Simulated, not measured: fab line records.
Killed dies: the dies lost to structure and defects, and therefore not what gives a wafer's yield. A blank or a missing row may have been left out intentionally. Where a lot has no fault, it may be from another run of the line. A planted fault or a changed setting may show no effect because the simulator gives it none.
Which tool is to blame? ; flow sky130 ; 18 wafers from 6 lots sampled at 3 of the route's 708 steps

== WHAT EACH GAUGE READ, for each wafer ==
SKY_VT_ADJUST_HVTR_CD_MEAS_07: the cd target is 380 nm.
lot;measured;on;cd-nm (nm)
L587;day 9 23:47;cd-sem-01;385.1 385.9 383.1
L592;day 11 16:10;cd-sem-02;381.0 381.5 382.2
L594;day 12 06:48;cd-sem-01;385.7 384.6 382.3
L597;day 13 04:34;cd-sem-01;377.6 377.1 377.2
L602;day 14 15:08;cd-sem-01;379.3 379.4 382.5
L607;day 16 03:22;cd-sem-02;381.0 380.8 380.5

== TOOL THAT RAN EACH LOT (tool first, then ch and the chambers of the sampled wafers, then the start) ==
lot;SKY_VT_ADJUST_LVTN_COAT_13;SKY_VT_ADJUST_LVTN_STRIP_20
L587;litho-track-04 ch 0, day 7 19:17;plasma-asher-04 ch 0,1, day 8 06:15
L592;litho-track-04 ch 0, day 9 09:37;plasma-asher-03 ch 0,1, day 9 19:42
L594;litho-track-01 ch 0, day 9 20:17;plasma-asher-03 ch 0,1, day 10 08:13
L597;litho-track-01 ch 0, day 10 15:43;plasma-asher-04 ch 0,1, day 11 03:35
L602;litho-track-01 ch 0, day 12 00:01;plasma-asher-04 ch 0,1, day 12 12:40
L607;litho-track-01 ch 0, day 13 07:41;plasma-asher-04 ch 0,1, day 13 20:36
- SKY_VT_ADJUST_LVTN_COAT_13: resist thk 1140 nm.
- SKY_VT_ADJUST_LVTN_STRIP_20: strips in O2/N2.

== THE ANSWER, worked out from the rows above alone ==
Rule: the lots themselves supply what counts as usual. Put in order of their means at a reading, lots are off if they are a third of the lots or fewer, leave a main group of 4 or more, and stand apart from it by a gap of 3 or more times the standard deviation of the main group's means; of several such gaps the widest counts. If all means in a main group match to the digits the tables above print for the reading, that group is not used. A lot without any number at a reading at which 4 lots or more have one is off too. Where the step has rows for the other lots, those lots are counted as sound.
None of the lots is off at any reading shown; this tells nothing.

== WHAT THE SIMULATOR HAD INSERTED ==
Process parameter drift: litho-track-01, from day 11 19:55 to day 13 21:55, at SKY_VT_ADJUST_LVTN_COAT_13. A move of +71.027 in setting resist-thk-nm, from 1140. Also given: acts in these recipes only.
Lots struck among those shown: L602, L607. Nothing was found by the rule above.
